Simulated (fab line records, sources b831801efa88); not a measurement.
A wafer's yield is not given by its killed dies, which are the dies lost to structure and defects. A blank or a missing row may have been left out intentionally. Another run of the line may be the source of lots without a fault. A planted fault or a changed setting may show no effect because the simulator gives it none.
Struck lot and sound lot, side by side | flow sky130 | 17 steps out of a route of 708
Sound: wafers L933.1, L933.4, L933.6. Wafers L939.3, L939.4, L939.5 were the ones struck. The cause is given at the end.
Order at every step that has rows: each side's tool, ch and its chambers, its first start. Under that, the readings that differ: sound wafers | struck wafers | difference of the means | sigmas: that difference in standard deviations of wafers without a fault.
alike: words and numbers the same on both sides, and readings whose means are apart by under 2 such deviations; not compared: readings that were withheld, readings missing a value for some wafer, numbers with overlapping values and no deviation given by the record, and bounds like >300 which may hide the same value.
A row with sigmas, a row that says differs or no value, or rows on one side alone: a step with any of these is where the two part. Non-overlapping numbers with no deviation appear without sigmas and do not part them. A reading missing from all wafers of one side parts the sides only when that side holds two or more wafers.

first, 3 steps without rows for these wafers: SKY_VIA1_EXPOSE_09 (exposes mask VIM, target cd 150 nm); SKY_VIA1_PEB_10; SKY_VIA1_DEVELOP_11 (develop time 58.2 s).
SKY_VIA1_CD_MEAS_12: target cd 150 nm.
  sound on cd-sem-02, day 35 21:04; struck on cd-sem-01, day 38 01:13
  alike: cd-nm
SKY_VIA1_OVL_MEAS_13:
  sound on overlay-01, day 35 21:11; struck on overlay-01, day 38 01:19
  alike: VIA1_OVL
SKY_VIA1_ETCH_14: etches BARC in N2/H2, stops on SiO2, time 45.9 s, target depth 60 nm.
  sound on rie-diel-04 ch 0,1,2, day 35 21:14; struck on rie-diel-03 ch 0,2, day 38 01:21
  alike: drypump-motor-current-A, oes-product-au, throttle-valve-pct
  not compared: rf-hours-counter-h
SKY_VIA1_ETCH_15: etches SiO2 in C4F8/O2/Ar, stops on TiN, target depth 351 nm, time 54 s.
  sound on rie-diel-04 ch 0,1,2, day 35 21:16; struck on rie-diel-03 ch 0,2, day 38 01:25
  alike: oes-product-au
  not compared: rf-hours-counter-h
SKY_VIA1_STRIP_16: strips in O2/N2.
  sound on plasma-asher-01 ch 0,1, day 35 21:19; struck on plasma-asher-03 ch 0,1, day 38 01:30
  alike: drypump-motor-current-A, oes-product-au, strip-time-to-endpoint-s
  not compared: rf-hours-counter-h
then, 3 steps without rows for these wafers: SKY_VIA1_STRIP_17 (strips in post etch residue remover, time 1200 s); SKY_VIA1_CLEAN_18 (cleans in IPA, time 180 s); SKY_VIA1_CLEAN_19 (cleans in O3/DIW).
SKY_VIA1_SPUTTER_20: material TiN, target thk 20 nm, time 80 s.
  sound on pvd-sputter-02, day 35 21:55; struck on pvd-sputter-03, day 38 02:05
  alike: throttle-valve-pct
SKY_VIA1_CVD_21: deposits W, target thk 270 nm, time 80.902 s.
  sound on cvd-w-01 ch 0,1, day 35 21:59; struck on cvd-w-02 ch 0,1, day 38 02:11
  reading                            | sound             | struck            | difference | sigmas
  chamber-pressure-Torr (Torr)       | 39.92 40.15 39.97 | 50.72 50.62 50.73 | +10.68     | +99 or more
  model.W_of_VIA1_CVD_21.thk-nm (nm) | 269 269 272       | 304.3 306.6 305.2 | +35.4      |
  alike: heater-power-w
SKY_VIA1_RS_MEAS_22: the measuring method here is four-point-probe.
  sound on film-metro-01, day 35 22:04; struck on film-metro-01, day 38 02:17
  reading            | sound             | struck            | difference | sigmas
  VIA1_W_RS (ohm/sq) | 0.427 0.429 0.423 | 0.378 0.375 0.377 | -0.050     | -11
SKY_VIA1_THK_MEAS_23: measures by xrf.
  sound on film-metro-01, day 35 22:11; struck on film-metro-01, day 38 02:23
  reading         | sound       | struck      | difference | sigmas
  VIA1_W_THK (nm) | 271 272 276 | 307 309 309 | +35        | +11
SKY_VIA1_CMP_24: polishes, stops on SiO2, t overpolish 15 s, target thk 0 nm.
  sound on cmp-01 ch 0,2, day 35 22:18; struck on cmp-02 ch 0,1,3, day 38 02:26
  alike: head-pressure-psi, motor-current-A, time-to-endpoint-s
-- the record jumps here: 11 days lie between the struck wafers' starts before and after (it left off in module VIA1 and takes up again in module PAD_OPEN, whose first step shown is number 708 of the route) --
SKY_PAD_OPEN_PROBE_99:
  sound on prober-01, day 47 12:16; struck on prober-01, day 49 01:00
  alike: defect-limited-yield, killed_at_M0_to_M3, killed_at_M4_up, killed-at-contacts, killed-at-front-end, killed-at-other, killed-dies, killed-on-rim, killed-open, killed-short, sort_bin_3_pad_short, sort_bin_5_function, sort_bin_6_memory, sort-n-pass, sort-yield-pct

== WHERE THEY PART ==
First at SKY_VIA1_CVD_21; last, within this record, at SKY_VIA1_THK_MEAS_23. Later steps at which nothing parts them and some readings are alike: SKY_VIA1_CMP_24, SKY_PAD_OPEN_PROBE_99.

WHY: the cause the simulator had injected
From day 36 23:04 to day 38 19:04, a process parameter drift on cvd-w-02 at SKY_VIA1_CVD_21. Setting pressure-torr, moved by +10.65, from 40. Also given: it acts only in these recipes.
